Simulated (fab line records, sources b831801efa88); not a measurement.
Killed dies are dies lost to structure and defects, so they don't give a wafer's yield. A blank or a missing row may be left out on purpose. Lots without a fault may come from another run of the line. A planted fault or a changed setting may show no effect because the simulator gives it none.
Which tool did it? | flow gf180mcu | 14 lots, 42 wafers sampled, at 5 steps of a route of 602

WHAT THE GAUGES READ, wafer by wafer
GF_NWELL_OVL_MEAS_07.
lot  | measured    | on         | NWELL_OVL (nm)
L564 | day 3 07:06 | overlay-01 | 0.4 0.1 1.4
L565 | day 3 15:05 | overlay-02 | -2.3 -1.4 -0.3
L567 | day 3 23:33 | overlay-01 | 1.9 2.1 3.3
L568 | day 4 03:46 | overlay-02 | 0.0 0.2 1.4
L569 | day 4 08:38 | overlay-02 | 1.7 2.7 1.5
L570 | day 5 01:08 | overlay-01 | 3.0 3.7 2.7
L571 | day 5 01:19 | overlay-02 | 0.7 -0.8 -1.9
L572 | day 5 05:14 | overlay-01 | 0.1 1.4 3.5
L573 | day 5 07:45 | overlay-02 | 0.4 -0.1 1.2
L574 | day 5 17:54 | overlay-02 | 1.8 -1.0 0.2
L575 | day 5 21:48 | overlay-02 | -0.9 -0.7 -0.6
L579 | day 6 15:24 | overlay-01 | -76.1 -77.9 -77.7
L581 | day 7 03:49 | overlay-02 | -79.5 -77.9 -78.8
L585 | day 8 01:45 | overlay-02 | -0.2 1.1 1.6

GF_CONTACT_OVL_MEAS_15.
lot  | measured     | on         | CONTACT_OVL (nm)
L564 | day 15 19:13 | overlay-02 | 0 -3 0
L565 | day 16 09:23 | overlay-02 | 19 3 2
L567 | day 16 19:31 | overlay-02 | 1 -3 -1
L568 | day 17 05:41 | overlay-01 | 4 -1 1
L569 | day 17 17:19 | overlay-01 | -4 -1 4
L570 | day 18 16:43 | overlay-01 | -9 -5 -3
L571 | day 18 19:11 | overlay-01 | 0 -2 -6
L572 | day 19 01:13 | overlay-02 | 0 4 8
L573 | day 19 08:04 | overlay-02 | 4 4 0
L574 | day 20 02:49 | overlay-02 | -3 1 6
L575 | day 20 04:43 | overlay-01 | -5 -5 -7
L579 | day 21 11:31 | overlay-02 | -11 -10 -13
L581 | day 22 07:54 | overlay-01 | -1 3 -7
L585 | day 23 18:19 | overlay-02 | -6 -3 -10

GF_M3_OVL_MEAS_15.
lot  | measured     | on         | M3_OVL (nm)
L564 | day 21 01:37 | overlay-01 | -11 -10 -2
L565 | day 21 16:13 | overlay-01 | -9 -7 -1
L567 | day 22 03:41 | overlay-02 | 4 -5 -13
L568 | day 22 12:16 | overlay-01 | -6 -4 -6
L569 | day 22 23:38 | overlay-02 | -3 6 -2
L570 | day 23 22:37 | overlay-02 | 6 8 10
L571 | day 23 23:55 | overlay-01 | 3 -2 -3
L572 | day 24 05:59 | overlay-02 | 1 6 2
L573 | day 24 11:40 | overlay-02 | 0 1 -1
L574 | day 25 04:44 | overlay-01 | 0 -4 -6
L575 | day 25 06:28 | overlay-02 | 0 -6 3
L579 | day 26 10:41 | overlay-01 | 5 -7 -7
L581 | day 27 05:37 | overlay-01 | -3 -4 -6
L585 | day 28 11:49 | overlay-01 | -4 -5 -4

GF_V3_OVL_MEAS_15.
lot  | measured     | on         | V3_OVL (nm)
L564 | day 22 02:23 | overlay-02 | 3 0 -2
L565 | day 22 16:37 | overlay-01 | 1 -1 -9
L567 | day 23 03:50 | overlay-02 | 3 -10 -7
L568 | day 23 12:28 | overlay-01 | -2 -4 3
L569 | day 23 23:34 | overlay-01 | 1 2 -3
L570 | day 24 21:59 | overlay-02 | -3 -4 -5
L571 | day 24 23:13 | overlay-01 | -2 -4 -4
L572 | day 25 04:40 | overlay-02 | -3 -5 -4
L573 | day 25 09:47 | overlay-01 | 0 -4 5
L574 | day 26 03:59 | overlay-02 | -12 -13 -10
L575 | day 26 05:32 | overlay-01 | -2 -4 8
L579 | day 27 09:05 | overlay-02 | 2 -5 2
L581 | day 28 04:10 | overlay-01 | -1 -5 -4
L585 | day 29 08:25 | overlay-02 | -2 1 -2

WHICH TOOL RAN EACH LOT (tool, then ch and the chambers of the sampled wafers, then the start)
lot  | GF_NWELL_EXPOSE_04
L564 | iline_stepper-02 ch 0, day 3 00:48
L565 | iline_stepper-01 ch 0, day 3 09:19
L567 | iline_stepper-02 ch 0, day 3 17:48
L568 | iline_stepper-02 ch 0, day 3 21:23
L569 | iline_stepper-01 ch 0, day 4 01:52
L570 | iline_stepper-01 ch 0, day 4 18:14
L571 | iline_stepper-02 ch 0, day 4 18:43
L572 | iline_stepper-01 ch 0, day 4 23:01
L573 | iline_stepper-01 ch 0, day 5 01:27
L574 | iline_stepper-01 ch 0, day 5 10:58
L575 | iline_stepper-01 ch 0, day 5 15:42
L579 | iline_stepper-01 ch 0, day 6 08:38
L581 | iline_stepper-01 ch 0, day 6 20:31
L585 | iline_stepper-02 ch 0, day 7 17:49
- GF_NWELL_EXPOSE_04: exposes mask Nwell, target cd 860 nm.

WHAT THE TOOLS THEMSELVES READ (means of the sampled wafers that have a number; where no wafer has one, the mark that the record gives instead)
GF_NWELL_EXPOSE_04.
lot  | tool             | reticle_temp_C (C)
L564 | iline_stepper-02 | 22.99
L565 | iline_stepper-01 | 23.03
L567 | iline_stepper-02 | 23.00
L568 | iline_stepper-02 | 22.91
L569 | iline_stepper-01 | 22.90
L570 | iline_stepper-01 | 23.14
L571 | iline_stepper-02 | 23.02
L572 | iline_stepper-01 | 23.07
L573 | iline_stepper-01 | 22.98
L574 | iline_stepper-01 | 23.05
L575 | iline_stepper-01 | 22.96
L579 | iline_stepper-01 | 23.07
L581 | iline_stepper-01 | 22.97
L585 | iline_stepper-02 | 23.13

THE ANSWER, worked out from the rows above alone
Rule: what is usual is taken from the lots themselves. Put in order of their means at a reading, lots are off if they are a third of the lots or fewer, leave a main group of 4 or more, and stand apart from it by a gap of 3 or more times the standard deviation of the main group's means; of several such gaps the widest counts. A main group whose means are all the same, to the digits that the tables above print for the reading, isn't used. A lot without any number at a reading at which 4 lots or more have one is off too. The other lots that the step has rows for count as sound. The gauges are gone through in route order, then the tools' own readings, and for those a lot's mean is taken as printed above. The first step at which some lot is off is used, and at that step the reading that is off furthest; a lot without a number counts as furthest.
Off: L579, L581, at GF_NWELL_OVL_MEAS_07 (NWELL_OVL). The main group: mean 0.8 nm, standard deviation 1.3.
A tool fits if, at a process step before that reading, it ran every lot that is off, and no sound lot after the first of them. The gauges at GF_NWELL_OVL_MEAS_07 are tried like those tools. One fits: iline_stepper-01 at GF_NWELL_EXPOSE_04. Its last sound lot is L575 (day 5 15:42), its first lot that is off L579 (day 6 08:38): a fault that began between those two fits.

WHAT THE SIMULATOR HAD PUT IN
Scanner matching overlay: iline_stepper-01, from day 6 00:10 on, at GF_NWELL_EXPOSE_04. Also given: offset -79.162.
Lots struck among those shown: L579, L581. The rule above found the same.
